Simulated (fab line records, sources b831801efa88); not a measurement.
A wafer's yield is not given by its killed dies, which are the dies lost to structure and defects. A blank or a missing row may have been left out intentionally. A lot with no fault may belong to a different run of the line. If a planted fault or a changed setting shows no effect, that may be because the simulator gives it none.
A lot that was struck, set against a sound lot ; flow sfq line ; 21 out of 325 route steps
Sound: these wafers, L801.3, L801.5, L801.6. Wafers struck: L804.1, L804.4, L804.6. The cause is named last.
Per side, at each step with rows, come the tool, then ch with its chambers, and then its first start. Under that, the readings that differ: sound wafers ; struck wafers ; difference of the means ; sigmas: that difference in standard deviations of wafers without a fault.
alike: same words and numbers on both sides, and readings whose means sit less than 2 such deviations apart. not compared: any withheld reading, any reading some wafer has no value for, any bound like >300 that may hide the same value, and any number with overlapping values for which the record gives no deviation.
A row with sigmas, a row that says differs or no value, or rows on one side alone: a step with any of these is where the two part. Non-overlapping numbers with no deviation appear without sigmas and do not part them. A reading that every wafer of one side lacks parts them only if that side has two wafers or more.

first, 6 steps without rows for these wafers: SFQ_TRILAYER_I5_LITHO_COAT_149 (resist thk 62 nm); SFQ_TRILAYER_I5_LITHO_COAT_144 (resist thk 650 nm); SFQ_TRILAYER_I5_LITHO_SOFTBAKE_148; SFQ_TRILAYER_I5_LITHO_EXPOSE_145 (exposes mask I5, target cd 700 nm); SFQ_TRILAYER_I5_LITHO_PEB_147 (peb time 60 s); SFQ_TRILAYER_I5_LITHO_DEVELOP_146 (time 60 s).
SFQ_I5_OVL_MEAS_936:
  sound: overlay-02 at day 71 23:10; struck: overlay-01 at day 72 23:13
  alike: I5_OVL
SFQ_TRILAYER_I5_BARC_OPEN_VIA_ETCH_200: etches BARC in O2, target depth 125 nm, time 41.7 s.
  sound on rie diel-01 ch 1,2,3, day 71 23:12; struck on rie diel-03 ch 1,2, day 72 23:16
  alike: drypump motor current A, oes product au
  not compared: rf hours counter h
SFQ_TRILAYER_I5_ETCH_VIA_ETCH_147: etches the open film in CHF3, stops on Nb, target depth 360 nm.
  sound on rie diel-01 ch 1,2,3, day 71 23:14; struck on rie diel-03 ch 1,2, day 72 23:18
  alike: drypump motor current A, oes product au
SFQ_TRILAYER_I5_STRIP_STRIP_148: strips in O2.
  sound on rie metal-02 ch 0,1, day 71 23:35; struck on rie metal-02 ch 1, day 72 23:27
  alike: drypump motor current A, oes product au
  not compared: rf hours counter h
then, 2 steps without rows for these wafers: SFQ_TRILAYER_I5_STRIP_SOLV_CLEAN_149 (cleans in NMP, time 600 s); SFQ_TRILAYER_C5_LITHO_COAT_156 (resist thk 62 nm).
SFQ_TRILAYER_C5_LITHO_COAT_151: resist thk 650 nm.
  sound on litho track-02 ch 0, day 72 00:38; struck on litho track-01 ch 0, day 73 01:07
reading;sound;struck;difference;sigmas
model.KrF_of_TRILAYER_C5_LITHO_COAT_151.thk nm (nm);649.4 649.1 649;721.9 721.8 721.6;+72.6;
  alike: chill plate temp C, dispense pressure kPa
then, 4 steps without rows for these wafers: SFQ_TRILAYER_C5_LITHO_SOFTBAKE_155; SFQ_TRILAYER_C5_LITHO_EXPOSE_152 (exposes mask C5, target cd 500 nm); SFQ_TRILAYER_C5_LITHO_PEB_154 (peb time 60 s); SFQ_TRILAYER_C5_LITHO_DEVELOP_153 (time 60 s).
-- the record jumps here: 5 days lie between the struck wafers' starts before and after --
SFQ_C5_OVL_MEAS_937:
  sound: overlay-01 at day 76 22:58; struck: overlay-02 at day 77 22:20
  alike: C5_OVL
SFQ_TRILAYER_C5_BARC_OPEN_VIA_ETCH_210: etches BARC in O2, target depth 125 nm, time 41.7 s.
  sound on rie diel-04 ch 1,2, day 76 22:59; struck on rie diel-03 ch 0,2, day 77 22:22
reading;sound;struck;difference;sigmas
oes product au (a.u.);0.680 0.683 0.680;0.689 0.691 0.695;+0.011;+3
  alike: drypump motor current A
  not compared: rf hours counter h, model.C5.cd nm
SFQ_TRILAYER_C5_ETCH_VIA_ETCH_154: etches SiO2 in CHF3, stops on Nb, target depth 84 nm.
  sound on rie diel-04 ch 1,2, day 76 23:02; struck on rie diel-03 ch 0,2, day 77 22:24
reading;sound;struck;difference;sigmas
model.KrF_of_TRILAYER_C5_LITHO_COAT_151.thk nm (nm);561.2 560.6 560.5;635.2 634.9 634.8;+74.2;
model.C5.cd nm (nm);496 495.5 495.4;499.3 496.9 497.3;+2.2;
  alike: drypump motor current A, oes product au
SFQ_TRILAYER_C5_STRIP_STRIP_155: strips in O2.
  sound on rie metal-04 ch 0,1, day 76 23:16; struck on rie metal-04 ch 0,1, day 77 22:27
  alike: drypump motor current A, oes product au
  not compared: rf hours counter h

## WHERE THEY PART
SFQ_TRILAYER_C5_BARC_OPEN_VIA_ETCH_210 only, going by this record. Later steps at which nothing parts them and some readings are alike: SFQ_TRILAYER_C5_ETCH_VIA_ETCH_154, SFQ_TRILAYER_C5_STRIP_STRIP_155.

WHY: what the simulator had put in
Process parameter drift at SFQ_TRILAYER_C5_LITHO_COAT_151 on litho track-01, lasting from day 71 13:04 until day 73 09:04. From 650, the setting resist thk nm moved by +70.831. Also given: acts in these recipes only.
